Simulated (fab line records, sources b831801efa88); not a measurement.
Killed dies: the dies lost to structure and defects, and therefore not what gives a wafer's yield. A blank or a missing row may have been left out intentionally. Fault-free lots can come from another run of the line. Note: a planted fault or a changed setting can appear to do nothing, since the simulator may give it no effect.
A lot that was struck, set against a sound lot    flow sky130    15 out of 708 route steps
Sound: wafers L572.1, L572.4, L572.6. Struck: wafers L581.1, L581.3, L581.4. The cause comes at the end.
At each step with rows: each side's tool, then ch and its chambers, then its first start. Under that, the readings that differ: sound wafers    struck wafers    difference of the means    sigmas: that difference in standard deviations of wafers without a fault.
alike: words and numbers the same on both sides, and readings whose means are apart by under 2 such deviations; not compared: readings that were withheld, readings missing a value for some wafer, numbers with overlapping values and no deviation given by the record, and bounds like >300 which may hide the same value.
Wherever a step has rows on one side only, a row that says differs or no value, or a row with sigmas, the two part there. When numbers do not overlap yet have no deviation, they are printed without sigmas and do not part them. A reading missing from all wafers of one side parts the sides only when that side holds two or more wafers.

first, 6 steps without rows for these wafers: SKY_GATE_OXIDE_HMDS_04 (prime time 60 s); SKY_GATE_OXIDE_COAT_05 (resist thk 1140 nm); SKY_GATE_OXIDE_SOFTBAKE_06 (time 60 s); SKY_GATE_OXIDE_EXPOSE_07 (exposes mask LVOM, target cd 600 nm); SKY_GATE_OXIDE_PEB_08; SKY_GATE_OXIDE_DEVELOP_09 (develop time 60 s).
SKY_GATE_OXIDE_OVL_MEAS_10:
  struck on overlay-01, day 20 21:12; sound on overlay-02, day 17 06:45
  alike: GATE_OXIDE_OVL
then, 2 steps without rows for these wafers: SKY_GATE_OXIDE_IMPLANT_11; SKY_GATE_OXIDE_WET_ETCH_12 (etches SiO2 in dHF, target depth 16.8 nm, time 336 s).
SKY_GATE_OXIDE_STRIP_13: strips in O2/N2.
  sound on plasma_asher-04 ch 0,1, day 17 07:02; struck on plasma_asher-01 ch 0,1, day 20 21:29
  alike: drypump_motor_current_A, oes_product_au, strip_time_to_endpoint_s
  not compared: rf_hours_counter_h
SKY_GATE_OXIDE_TW_MEAS_14:
  struck on film_metro-04, day 20 21:35; sound on film_metro-01, day 17 07:08
  alike: GATE_OXIDE_TW
then, 1 step without rows for these wafers: SKY_GATE_OXIDE_CLEAN_15 (cleans in SC1/SC2, time 150 s).
SKY_GATE_OXIDE_OXIDATION_16: stabilise 600 s, purge 300 s, target thk 3.57 nm.
  sound on furnace-02 ch 0, day 17 07:45; struck on furnace-02 ch 0, day 20 21:42
reading                                            sound              struck             difference  sigmas
model.SiO2_of_GATE_OXIDE_OXIDATION_01.thk_nm (nm)  11.56 11.61 11.75  12.03 12.16 12.07  +0.45       
  alike: ox_temp_c_max, ramp_up_c_per_min, spike_tc_centre_C
then, 1 step without rows for these wafers: SKY_POLY_GATE_CVD_00 (deposits poly-Si, target thk 180 nm, time 720 s).
-- record jumps: 29 days separate the struck wafers' starts on either side; left off in module POLY_GATE, taken up again in module PAD_OPEN, whose first shown step is the route's number 708 --
SKY_PAD_OPEN_PROBE_99:
  struck on prober-02, day 50 08:10; sound on prober-02, day 48 05:45
reading                                    sound              struck             difference  sigmas
model.etest.pfet_01v8.r_on_ohm_um          2895 2867 2889     3102 3127 3039     +206        
model.etest.nfet_01v8_lvt.drive_ua_um      558.9 573.5 554.9  544.1 532.1 546.2  -21.6       
model.etest.nfet_01v8_turned.drive_ua_um   488.6 504.1 486.1  475.9 466.1 476.5  -20.1       
model.etest.nfet_01v8_swapped.drive_ua_um  489.1 505 486.3    474 465.8 474.7    -22         
model.etest.nfet_01v8.drive_ua_um          487.9 504.7 483.5  471.5 462.6 475    -22.3       
model.etest.sram_nfet_pass.drive_ua_um     486.6 497 478.8    460.9 449.3 453.6  -32.9       
model.etest.nfet_g5v0d10v5.drive_ua_um     610.4 611.9 603.7  595 583.2 595.4    -17         
  alike: killed_at_M0_to_M3, killed_at_M4_up, killed_at_contacts, killed_at_front_end, killed_at_other, killed_dies, killed_open, killed_short
  not compared: model.etest.nfet_01v8.r_on_ohm_um

== WHERE THEY PART ==
Nowhere in this record.

WHY: what had been put in by the simulator
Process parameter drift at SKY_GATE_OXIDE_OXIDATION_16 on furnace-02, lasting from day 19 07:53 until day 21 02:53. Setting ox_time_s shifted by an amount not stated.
